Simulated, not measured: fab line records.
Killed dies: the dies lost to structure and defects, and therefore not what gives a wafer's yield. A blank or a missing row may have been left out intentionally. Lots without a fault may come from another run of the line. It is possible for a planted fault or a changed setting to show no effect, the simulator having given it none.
Chamber matching / flow sfq_line / rie_diel-02 running SFQ_TRILAYER_I5_BARC_OPEN_VIA_ETCH_200: 4 sister chambers
The step etches BARC in O2, target depth 125 nm, time 41.7 s. 8 wafers are shown with their chamber, then 6 later ones without.

WAFERS PAIRED WITH THEIR CHAMBERS
wafer=L251.5; chamber=0; drypump_motor_current_A (A)=5.7; oes_product_au (a.u.)=0.686
wafer=L261.2; chamber=3; drypump_motor_current_A (A)=5.3; oes_product_au (a.u.)=0.683
wafer=L261.4; chamber=2; drypump_motor_current_A (A)=6.3; oes_product_au (a.u.)=0.685
wafer=L263.1; chamber=3; drypump_motor_current_A (A)=5.2; oes_product_au (a.u.)=0.691
wafer=L263.5; chamber=1; drypump_motor_current_A (A)=5.5; oes_product_au (a.u.)=0.680
wafer=L263.6; chamber=0; drypump_motor_current_A (A)=5.6; oes_product_au (a.u.)=0.684
wafer=L264.2; chamber=1; drypump_motor_current_A (A)=5.5; oes_product_au (a.u.)=0.679
wafer=L264.5; chamber=2; drypump_motor_current_A (A)=6.3; oes_product_au (a.u.)=0.677

WAFERS WHOSE CHAMBER IS MISSING
wafer=L268.1; drypump_motor_current_A (A)=5.6; oes_product_au (a.u.)=0.681
wafer=L268.2; drypump_motor_current_A (A)=5.2; oes_product_au (a.u.)=0.684
wafer=L268.4; drypump_motor_current_A (A)=5.5; oes_product_au (a.u.)=0.685
wafer=L269.1; drypump_motor_current_A (A)=6.3; oes_product_au (a.u.)=0.682
wafer=L269.5; drypump_motor_current_A (A)=6.3; oes_product_au (a.u.)=0.681
wafer=L269.6; drypump_motor_current_A (A)=5.5; oes_product_au (a.u.)=0.680

EACH ONE'S CHAMBER
wafer=L268.1; from the rows above=can't be placed: 0 or 1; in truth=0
wafer=L268.2; from the rows above=3; in truth=3
wafer=L268.4; from the rows above=can't be placed: 1 or 0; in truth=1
wafer=L269.1; from the rows above=2; in truth=2
wafer=L269.5; from the rows above=2; in truth=2
wafer=L269.6; from the rows above=1; in truth=1
Correct placement for 4 of the 6. These rows do not allow placing 2 (true chamber among the candidates in 2). Wrongly placed: 0.
How it was worked out, from the rows above alone: a wafer's distance from a chamber is the root of the sum, over the readings, of the square of ((its reading less the chamber's mean) divided by the reading's scatter). The wafer belongs to the nearest chamber; if the next one is less than 2 further off, it can't be placed. For every chamber, the mean is computed from those of its wafers that are shown. The scatter: the root of (the sum of the squares of (reading less its chamber's mean) over the shown wafers, divided by (wafers less chambers)).
